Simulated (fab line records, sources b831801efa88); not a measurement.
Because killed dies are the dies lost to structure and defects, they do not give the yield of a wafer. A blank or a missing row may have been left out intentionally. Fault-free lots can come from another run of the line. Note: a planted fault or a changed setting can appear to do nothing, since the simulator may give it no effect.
Which tool is to blame? / flow sky130 / 24 lots, 72 wafers sampled, at 5 steps of a route of 708

## WHAT THE GAUGES READ, wafer by wafer
SKY_SD_P_OVL_MEAS_08. Usual: SD_P_OVL -0.5 nm, standard deviation 1.5.
lot=L074; measured=day 25 16:32; on=overlay-01; SD_P_OVL (nm)=2.0 0.8 1.5; flag=
lot=L075; measured=day 26 03:45; on=overlay-02; SD_P_OVL (nm)=-1.0 -1.8 0.4; flag=
lot=L076; measured=day 26 06:53; on=overlay-02; SD_P_OVL (nm)=-2.3 -2.4 -0.9; flag=
lot=L077; measured=day 26 18:44; on=overlay-02; SD_P_OVL (nm)=0.4 0.1 0.4; flag=
lot=L078; measured=day 26 20:06; on=overlay-01; SD_P_OVL (nm)=-1.0 -2.3 -1.5; flag=
lot=L079; measured=day 27 04:13; on=overlay-01; SD_P_OVL (nm)=2.7 2.8 -0.4; flag=
lot=L080; measured=day 27 12:52; on=overlay-01; SD_P_OVL (nm)=0.1 1.6 -0.6; flag=
lot=L081; measured=day 27 19:33; on=overlay-01; SD_P_OVL (nm)=-0.2 2.4 1.7; flag=
lot=L082; measured=day 28 00:39; on=overlay-01; SD_P_OVL (nm)=-1.0 -3.0 0.5; flag=
lot=L083; measured=day 28 14:18; on=overlay-02; SD_P_OVL (nm)=-1.1 -2.0 -0.2; flag=
lot=L084; measured=day 29 01:14; on=overlay-01; SD_P_OVL (nm)=-1.9 -0.5 -0.8; flag=
lot=L085; measured=day 29 06:00; on=overlay-01; SD_P_OVL (nm)=-0.5 0.1 0.4; flag=
lot=L086; measured=day 29 22:09; on=overlay-02; SD_P_OVL (nm)=-2.0 -2.2 -1.5; flag=
lot=L087; measured=day 30 04:57; on=overlay-01; SD_P_OVL (nm)=-0.3 0.1 2.3; flag=
lot=L088; measured=day 30 09:09; on=overlay-02; SD_P_OVL (nm)=-0.9 0.6 0.2; flag=
lot=L091; measured=day 31 01:45; on=overlay-02; SD_P_OVL (nm)=-3.1 -1.6 -1.5; flag=
lot=L090; measured=day 31 02:39; on=overlay-01; SD_P_OVL (nm)=-1.4 -2.3 -2.6; flag=
lot=L089; measured=day 31 03:26; on=overlay-01; SD_P_OVL (nm)=0.5 -0.1 1.5; flag=
lot=L092; measured=day 32 09:18; on=overlay-01; SD_P_OVL (nm)=1.2 -0.2 -0.6; flag=
lot=L093; measured=day 32 09:57; on=overlay-02; SD_P_OVL (nm)=-1.8 -3.0 -0.8; flag=
lot=L094; measured=day 32 10:52; on=overlay-01; SD_P_OVL (nm)=-1.6 0.1 -0.3; flag=
lot=L095; measured=day 32 12:03; on=overlay-01; SD_P_OVL (nm)=0.4 0.9 0.9; flag=
lot=L096; measured=day 32 14:23; on=overlay-02; SD_P_OVL (nm)=1.5 0.9 0.6; flag=
lot=L097; measured=day 32 21:32; on=overlay-01; SD_P_OVL (nm)=-2.2 -1.9 -1.9; flag=

SKY_LI_CONTACT_BOW_MEAS_03. Usual: LI_CONTACT_BOW 56 um, standard deviation 6.5.
lot=L074; measured=day 28 01:49; on=film_metro-01; LI_CONTACT_BOW (um)=59 72 65; flag=
lot=L075; measured=day 28 12:09; on=film_metro-03; LI_CONTACT_BOW (um)=54 63 57; flag=
lot=L076; measured=day 28 16:17; on=film_metro-03; LI_CONTACT_BOW (um)=57 65 59; flag=
lot=L077; measured=day 29 03:15; on=film_metro-02; LI_CONTACT_BOW (um)=64 59 50; flag=
lot=L078; measured=day 29 04:49; on=film_metro-03; LI_CONTACT_BOW (um)=54 55 59; flag=
lot=L079; measured=day 29 13:47; on=film_metro-01; LI_CONTACT_BOW (um)=65 55 58; flag=
lot=L080; measured=day 29 22:29; on=film_metro-02; LI_CONTACT_BOW (um)=63 58 51; flag=
lot=L081; measured=day 30 04:46; on=film_metro-01; LI_CONTACT_BOW (um)=57 51 53; flag=
lot=L082; measured=day 30 09:40; on=film_metro-01; LI_CONTACT_BOW (um)=61 60 54; flag=
lot=L083; measured=day 30 22:57; on=film_metro-03; LI_CONTACT_BOW (um)=64 64 51; flag=
lot=L084; measured=day 31 09:15; on=film_metro-02; LI_CONTACT_BOW (um)=48 55 53; flag=
lot=L085; measured=day 31 15:18; on=film_metro-01; LI_CONTACT_BOW (um)=66 43 51; flag=
lot=L086; measured=day 32 06:00; on=film_metro-02; LI_CONTACT_BOW (um)=48 55 50; flag=
lot=L087; measured=day 32 13:58; on=film_metro-03; LI_CONTACT_BOW (um)=40 63 71; flag=
lot=L088; measured=day 32 18:02; on=film_metro-02; LI_CONTACT_BOW (um)=57 47 63; flag=
lot=L091; measured=day 33 09:10; on=film_metro-03; LI_CONTACT_BOW (um)=64 50 48; flag=
lot=L090; measured=day 33 10:19; on=film_metro-02; LI_CONTACT_BOW (um)=51 54 62; flag=
lot=L089; measured=day 33 11:23; on=film_metro-03; LI_CONTACT_BOW (um)=51 58 48; flag=
lot=L092; measured=day 34 16:37; on=film_metro-03; LI_CONTACT_BOW (um)=53 65 63; flag=
lot=L093; measured=day 34 17:13; on=film_metro-03; LI_CONTACT_BOW (um)=63 48 61; flag=
lot=L094; measured=day 34 17:22; on=film_metro-01; LI_CONTACT_BOW (um)=51 48 50; flag=
lot=L095; measured=day 34 18:25; on=film_metro-03; LI_CONTACT_BOW (um)=58 57 63; flag=
lot=L096; measured=day 34 19:16; on=film_metro-02; LI_CONTACT_BOW (um)=64 44 59; flag=
lot=L097; measured=day 35 03:57; on=film_metro-01; LI_CONTACT_BOW (um)=56 49 60; flag=

SKY_LI_CONTACT_OVL_MEAS_13. Usual: LI_CONTACT_OVL -1 nm, standard deviation 5.8.
lot=L074; measured=day 29 05:37; on=overlay-01; LI_CONTACT_OVL (nm)=-2 -1 -5; flag=
lot=L075; measured=day 29 15:56; on=overlay-02; LI_CONTACT_OVL (nm)=-4 -7 -5; flag=
lot=L076; measured=day 29 19:53; on=overlay-02; LI_CONTACT_OVL (nm)=-9 -14 -7; flag=
lot=L077; measured=day 30 06:23; on=overlay-01; LI_CONTACT_OVL (nm)=11 4 11; flag=
lot=L078; measured=day 30 08:33; on=overlay-01; LI_CONTACT_OVL (nm)=12 2 0; flag=
lot=L079; measured=day 30 16:08; on=overlay-02; LI_CONTACT_OVL (nm)=1 5 1; flag=
lot=L080; measured=day 31 02:40; on=overlay-02; LI_CONTACT_OVL (nm)=-10 -8 2; flag=
lot=L081; measured=day 31 08:14; on=overlay-02; LI_CONTACT_OVL (nm)=1 1 -2; flag=
lot=L082; measured=day 31 13:59; on=overlay-01; LI_CONTACT_OVL (nm)=-8 -5 -4; flag=
lot=L083; measured=day 32 01:54; on=overlay-02; LI_CONTACT_OVL (nm)=-1 -5 -10; flag=
lot=L084; measured=day 32 12:59; on=overlay-01; LI_CONTACT_OVL (nm)=0 2 -1; flag=
lot=L085; measured=day 32 18:18; on=overlay-02; LI_CONTACT_OVL (nm)=-3 -3 1; flag=
lot=L086; measured=day 33 07:35; on=overlay-02; LI_CONTACT_OVL (nm)=0 -2 -3; flag=
lot=L087; measured=day 33 15:02; on=overlay-02; LI_CONTACT_OVL (nm)=-8 -6 -4; flag=
lot=L088; measured=day 33 19:56; on=overlay-02; LI_CONTACT_OVL (nm)=-2 13 9; flag=
lot=L091; measured=day 34 11:57; on=overlay-01; LI_CONTACT_OVL (nm)=13 3 14; flag=
lot=L090; measured=day 34 12:15; on=overlay-01; LI_CONTACT_OVL (nm)=7 1 -1; flag=
lot=L089; measured=day 34 13:49; on=overlay-01; LI_CONTACT_OVL (nm)=-4 -3 -10; flag=
lot=L092; measured=day 35 19:48; on=overlay-01; LI_CONTACT_OVL (nm)=-7 5 -3; flag=
lot=L093; measured=day 35 20:13; on=overlay-02; LI_CONTACT_OVL (nm)=-2 -8 -2; flag=
lot=L094; measured=day 35 20:51; on=overlay-01; LI_CONTACT_OVL (nm)=-5 6 1; flag=
lot=L095; measured=day 35 21:30; on=overlay-02; LI_CONTACT_OVL (nm)=0 -1 3; flag=
lot=L096; measured=day 35 22:09; on=overlay-01; LI_CONTACT_OVL (nm)=-4 0 0; flag=
lot=L097; measured=day 36 06:54; on=overlay-01; LI_CONTACT_OVL (nm)=0 -4 0; flag=

## TOOL THAT RAN EACH LOT (tool first, then ch and the chambers of the sampled wafers, then the start)
lot=L074; SKY_LDD_P_STRIP_10=plasma_asher-03 ch 0,1, day 19 03:52; SKY_POLY_CUT_ETCH_10=rie_diel-01 ch 1,3, day 24 09:49
lot=L075; SKY_LDD_P_STRIP_10=plasma_asher-02 ch 0,1, day 19 18:52; SKY_POLY_CUT_ETCH_10=rie_diel-01 ch 1,3, day 24 21:37
lot=L076; SKY_LDD_P_STRIP_10=plasma_asher-03 ch 0, day 19 19:35; SKY_POLY_CUT_ETCH_10=rie_diel-04 ch 0,3, day 25 00:49
lot=L077; SKY_LDD_P_STRIP_10=plasma_asher-04 ch 0,1, day 20 10:01; SKY_POLY_CUT_ETCH_10=rie_diel-01 ch 0,1,3, day 25 14:19
lot=L078; SKY_LDD_P_STRIP_10=plasma_asher-02 ch 1, day 20 10:19; SKY_POLY_CUT_ETCH_10=rie_diel-02 ch 1,3, day 25 15:40
lot=L079; SKY_LDD_P_STRIP_10=plasma_asher-03 ch 0,1, day 20 19:29; SKY_POLY_CUT_ETCH_10=rie_diel-02 ch 0,1,2, day 26 00:04
lot=L080; SKY_LDD_P_STRIP_10=plasma_asher-02 ch 0,1, day 21 05:57; SKY_POLY_CUT_ETCH_10=rie_diel-01 ch 0,2,3, day 26 09:40
lot=L081; SKY_LDD_P_STRIP_10=plasma_asher-03 ch 1, day 21 13:19; SKY_POLY_CUT_ETCH_10=rie_diel-02 ch 0,1,2, day 26 15:46
lot=L082; SKY_LDD_P_STRIP_10=plasma_asher-02 ch 0,1, day 21 20:01; SKY_POLY_CUT_ETCH_10=rie_diel-01 ch 0,1,2, day 26 22:13
lot=L083; SKY_LDD_P_STRIP_10=plasma_asher-04 ch 0,1, day 22 11:05; SKY_POLY_CUT_ETCH_10=rie_diel-02 ch 0,1,2, day 27 10:19
lot=L084; SKY_LDD_P_STRIP_10=plasma_asher-02 ch 0,1, day 22 23:55; SKY_POLY_CUT_ETCH_10=rie_diel-02 ch 0,1,3, day 27 21:32
lot=L085; SKY_LDD_P_STRIP_10=plasma_asher-02 ch 0,1, day 23 01:58; SKY_POLY_CUT_ETCH_10=rie_diel-02 ch 1,3, day 28 02:07
lot=L086; SKY_LDD_P_STRIP_10=plasma_asher-03 ch 0,1, day 23 20:01; SKY_POLY_CUT_ETCH_10=rie_diel-02 ch 0,2,3, day 28 17:41
lot=L087; SKY_LDD_P_STRIP_10=plasma_asher-02 ch 0,1, day 24 05:34; SKY_POLY_CUT_ETCH_10=rie_diel-04 ch 1,3, day 29 02:25
lot=L088; SKY_LDD_P_STRIP_10=plasma_asher-03 ch 0,1, day 24 09:29; SKY_POLY_CUT_ETCH_10=rie_diel-01 ch 1,2, day 29 05:16
lot=L091; SKY_LDD_P_STRIP_10=plasma_asher-04 ch 0,1, day 25 01:16; SKY_POLY_CUT_ETCH_10=rie_diel-04 ch 0,2,3, day 29 21:53
lot=L090; SKY_LDD_P_STRIP_10=plasma_asher-04 ch 0,1, day 25 02:02; SKY_POLY_CUT_ETCH_10=rie_diel-02 ch 0,3, day 29 22:50
lot=L089; SKY_LDD_P_STRIP_10=plasma_asher-03 ch 0,1, day 25 03:14; SKY_POLY_CUT_ETCH_10=rie_diel-01 ch 1,2,3, day 29 23:01
lot=L092; SKY_LDD_P_STRIP_10=plasma_asher-03 ch 0,1, day 26 11:32; SKY_POLY_CUT_ETCH_10=rie_diel-04 ch 1,2,3, day 31 04:52
lot=L093; SKY_LDD_P_STRIP_10=plasma_asher-04 ch 0,1, day 26 14:16; SKY_POLY_CUT_ETCH_10=rie_diel-01 ch 0,2,3, day 31 06:10
lot=L094; SKY_LDD_P_STRIP_10=plasma_asher-03 ch 0,1, day 26 14:34; SKY_POLY_CUT_ETCH_10=rie_diel-02 ch 1,2,3, day 31 07:07
lot=L095; SKY_LDD_P_STRIP_10=plasma_asher-03 ch 0,1, day 26 15:34; SKY_POLY_CUT_ETCH_10=rie_diel-04 ch 0,1, day 31 08:40
lot=L096; SKY_LDD_P_STRIP_10=plasma_asher-03 ch 0,1, day 26 20:52; SKY_POLY_CUT_ETCH_10=rie_diel-01 ch 0,1,3, day 31 11:37
lot=L097; SKY_LDD_P_STRIP_10=plasma_asher-03 ch 0,1, day 27 00:48; SKY_POLY_CUT_ETCH_10=rie_diel-02 ch 0,1,2, day 31 17:50
- SKY_LDD_P_STRIP_10: strips in O2/N2.
- SKY_POLY_CUT_ETCH_10: etches BARC in N2/H2, stops on SiO2, time 45.9 s, target depth 60 nm.

## AS READ BY THE TOOLS THEMSELVES (means over the sampled wafers that have a number; for cases with no such wafer, the mark the record gives instead)
SKY_LDD_P_STRIP_10. Usual: drypump_motor_current_A 5.9 A, standard deviation 0.46; oes_product_au 0.715 a.u., standard deviation 0.0047; strip_time_to_endpoint_s 13.99 s, standard deviation 0.039.
lot=L074; tool=plasma_asher-03; drypump_motor_current_A (A)=5.6; oes_product_au (a.u.)=0.708; strip_time_to_endpoint_s (s)=13.99; flag=
lot=L075; tool=plasma_asher-02; drypump_motor_current_A (A)=5.9; oes_product_au (a.u.)=0.715; strip_time_to_endpoint_s (s)=13.92; flag=
lot=L076; tool=plasma_asher-03; drypump_motor_current_A (A)=5.8; oes_product_au (a.u.)=0.715; strip_time_to_endpoint_s (s)=14.08; flag=
lot=L077; tool=plasma_asher-04; drypump_motor_current_A (A)=6.2; oes_product_au (a.u.)=0.715; strip_time_to_endpoint_s (s)=13.97; flag=
lot=L078; tool=plasma_asher-02; drypump_motor_current_A (A)=5.5; oes_product_au (a.u.)=0.716; strip_time_to_endpoint_s (s)=14.00; flag=
lot=L079; tool=plasma_asher-03; drypump_motor_current_A (A)=5.7; oes_product_au (a.u.)=0.720; strip_time_to_endpoint_s (s)=13.97; flag=
lot=L080; tool=plasma_asher-02; drypump_motor_current_A (A)=5.9; oes_product_au (a.u.)=0.720; strip_time_to_endpoint_s (s)=13.96; flag=
lot=L081; tool=plasma_asher-03; drypump_motor_current_A (A)=5.6; oes_product_au (a.u.)=0.722; strip_time_to_endpoint_s (s)=14.00; flag=
lot=L082; tool=plasma_asher-02; drypump_motor_current_A (A)=6.4; oes_product_au (a.u.)=0.715; strip_time_to_endpoint_s (s)=13.99; flag=
lot=L083; tool=plasma_asher-04; drypump_motor_current_A (A)=6.0; oes_product_au (a.u.)=0.714; strip_time_to_endpoint_s (s)=13.95; flag=
lot=L084; tool=plasma_asher-02; drypump_motor_current_A (A)=6.4; oes_product_au (a.u.)=0.718; strip_time_to_endpoint_s (s)=14.00; flag=
lot=L085; tool=plasma_asher-02; drypump_motor_current_A (A)=5.9; oes_product_au (a.u.)=0.714; strip_time_to_endpoint_s (s)=14.05; flag=
lot=L086; tool=plasma_asher-03; drypump_motor_current_A (A)=5.7; oes_product_au (a.u.)=0.715; strip_time_to_endpoint_s (s)=13.94; flag=
lot=L087; tool=plasma_asher-02; drypump_motor_current_A (A)=5.9; oes_product_au (a.u.)=0.717; strip_time_to_endpoint_s (s)=14.00; flag=
lot=L088; tool=plasma_asher-03; drypump_motor_current_A (A)=5.7; oes_product_au (a.u.)=0.715; strip_time_to_endpoint_s (s)=13.96; flag=
lot=L091; tool=plasma_asher-04; drypump_motor_current_A (A)=6.3; oes_product_au (a.u.)=0.712; strip_time_to_endpoint_s (s)=14.03; flag=
lot=L090; tool=plasma_asher-04; drypump_motor_current_A (A)=6.3; oes_product_au (a.u.)=0.712; strip_time_to_endpoint_s (s)=14.03; flag=
lot=L089; tool=plasma_asher-03; drypump_motor_current_A (A)=5.6; oes_product_au (a.u.)=0.717; strip_time_to_endpoint_s (s)=14.00; flag=
lot=L092; tool=plasma_asher-03; drypump_motor_current_A (A)=5.7; oes_product_au (a.u.)=0.715; strip_time_to_endpoint_s (s)=13.95; flag=
lot=L093; tool=plasma_asher-04; drypump_motor_current_A (A)=6.0; oes_product_au (a.u.)=0.717; strip_time_to_endpoint_s (s)=13.98; flag=
lot=L094; tool=plasma_asher-03; drypump_motor_current_A (A)=5.7; oes_product_au (a.u.)=0.715; strip_time_to_endpoint_s (s)=14.01; flag=
lot=L095; tool=plasma_asher-03; drypump_motor_current_A (A)=5.7; oes_product_au (a.u.)=0.714; strip_time_to_endpoint_s (s)=14.01; flag=
lot=L096; tool=plasma_asher-03; drypump_motor_current_A (A)=5.6; oes_product_au (a.u.)=0.716; strip_time_to_endpoint_s (s)=13.95; flag=
lot=L097; tool=plasma_asher-03; drypump_motor_current_A (A)=5.7; oes_product_au (a.u.)=0.716; strip_time_to_endpoint_s (s)=14.07; flag=

SKY_POLY_CUT_ETCH_10. Usual: drypump_motor_current_A 5.5 A, standard deviation 0.55; oes_product_au 0.854 a.u., standard deviation 0.0053; rf_fwd_power_W 495.3 W, standard deviation 1.9; throttle_valve_pct 13.226 %, standard deviation 0.0092.
lot=L074; tool=rie_diel-01; drypump_motor_current_A (A)=5.7; oes_product_au (a.u.)=0.857; rf_fwd_power_W (W)=494.8; throttle_valve_pct (%)=13.230; flag=
lot=L075; tool=rie_diel-01; drypump_motor_current_A (A)=5.8; oes_product_au (a.u.)=0.857; rf_fwd_power_W (W)=493.5; throttle_valve_pct (%)=13.226; flag=
lot=L076; tool=rie_diel-04; drypump_motor_current_A (A)=6.3; oes_product_au (a.u.)=0.856; rf_fwd_power_W (W)=496.2; throttle_valve_pct (%)=13.222; flag=
lot=L077; tool=rie_diel-01; drypump_motor_current_A (A)=5.7; oes_product_au (a.u.)=0.853; rf_fwd_power_W (W)=494.5; throttle_valve_pct (%)=13.225; flag=
lot=L078; tool=rie_diel-02; drypump_motor_current_A (A)=5.1; oes_product_au (a.u.)=0.859; rf_fwd_power_W (W)=493.9; throttle_valve_pct (%)=13.223; flag=
lot=L079; tool=rie_diel-02; drypump_motor_current_A (A)=5.3; oes_product_au (a.u.)=0.854; rf_fwd_power_W (W)=496.4; throttle_valve_pct (%)=13.221; flag=
lot=L080; tool=rie_diel-01; drypump_motor_current_A (A)=5.6; oes_product_au (a.u.)=0.852; rf_fwd_power_W (W)=494.1; throttle_valve_pct (%)=13.227; flag=
lot=L081; tool=rie_diel-02; drypump_motor_current_A (A)=5.3; oes_product_au (a.u.)=0.856; rf_fwd_power_W (W)=496.0; throttle_valve_pct (%)=13.223; flag=
lot=L082; tool=rie_diel-01; drypump_motor_current_A (A)=5.5; oes_product_au (a.u.)=0.853; rf_fwd_power_W (W)=493.5; throttle_valve_pct (%)=13.225; flag=
lot=L083; tool=rie_diel-02; drypump_motor_current_A (A)=5.3; oes_product_au (a.u.)=0.856; rf_fwd_power_W (W)=496.3; throttle_valve_pct (%)=13.219; flag=
lot=L084; tool=rie_diel-02; drypump_motor_current_A (A)=4.9; oes_product_au (a.u.)=0.853; rf_fwd_power_W (W)=497.6; throttle_valve_pct (%)=13.220; flag=
lot=L085; tool=rie_diel-02; drypump_motor_current_A (A)=5.1; oes_product_au (a.u.)=0.849; rf_fwd_power_W (W)=495.8; throttle_valve_pct (%)=13.229; flag=
lot=L086; tool=rie_diel-02; drypump_motor_current_A (A)=5.1; oes_product_au (a.u.)=0.849; rf_fwd_power_W (W)=494.7; throttle_valve_pct (%)=13.222; flag=
lot=L087; tool=rie_diel-04; drypump_motor_current_A (A)=6.3; oes_product_au (a.u.)=0.852; rf_fwd_power_W (W)=496.3; throttle_valve_pct (%)=13.226; flag=
lot=L088; tool=rie_diel-01; drypump_motor_current_A (A)=5.4; oes_product_au (a.u.)=0.849; rf_fwd_power_W (W)=495.1; throttle_valve_pct (%)=13.220; flag=
lot=L091; tool=rie_diel-04; drypump_motor_current_A (A)=6.2; oes_product_au (a.u.)=0.857; rf_fwd_power_W (W)=497.7; throttle_valve_pct (%)=13.227; flag=
lot=L090; tool=rie_diel-02; drypump_motor_current_A (A)=4.7; oes_product_au (a.u.)=0.859; rf_fwd_power_W (W)=497.6; throttle_valve_pct (%)=13.222; flag=
lot=L089; tool=rie_diel-01; drypump_motor_current_A (A)=5.5; oes_product_au (a.u.)=0.850; rf_fwd_power_W (W)=493.8; throttle_valve_pct (%)=13.222; flag=
lot=L092; tool=rie_diel-04; drypump_motor_current_A (A)=6.3; oes_product_au (a.u.)=0.849; rf_fwd_power_W (W)=497.2; throttle_valve_pct (%)=13.217; flag=
lot=L093; tool=rie_diel-01; drypump_motor_current_A (A)=5.6; oes_product_au (a.u.)=0.851; rf_fwd_power_W (W)=491.4; throttle_valve_pct (%)=13.230; flag=
lot=L094; tool=rie_diel-02; drypump_motor_current_A (A)=5.3; oes_product_au (a.u.)=0.848; rf_fwd_power_W (W)=494.7; throttle_valve_pct (%)=13.226; flag=
lot=L095; tool=rie_diel-04; drypump_motor_current_A (A)=5.9; oes_product_au (a.u.)=0.862; rf_fwd_power_W (W)=496.4; throttle_valve_pct (%)=13.226; flag=
lot=L096; tool=rie_diel-01; drypump_motor_current_A (A)=5.7; oes_product_au (a.u.)=0.853; rf_fwd_power_W (W)=495.5; throttle_valve_pct (%)=13.235; flag=
lot=L097; tool=rie_diel-02; drypump_motor_current_A (A)=5.3; oes_product_au (a.u.)=0.862; rf_fwd_power_W (W)=496.6; throttle_valve_pct (%)=13.242; flag=

## THE ANSWER, worked out from the rows above alone
Rule: a lot counts as off when the mean over its wafers that have a number is more than 3 standard deviations away from the usual mean. Also off: a lot with no number at a reading for which 4 or more lots have one. Any other lot the step has rows for is counted as sound. Order of review: gauges by route order, followed by the tools' own readings, for which a lot's mean as printed above is used. At the first step where some lot is off, the reading lying furthest off is the one used; lots without a number count as furthest.
None of the lots is off at any reading shown; this tells nothing.

## WHAT WAS PUT IN BY THE SIMULATOR
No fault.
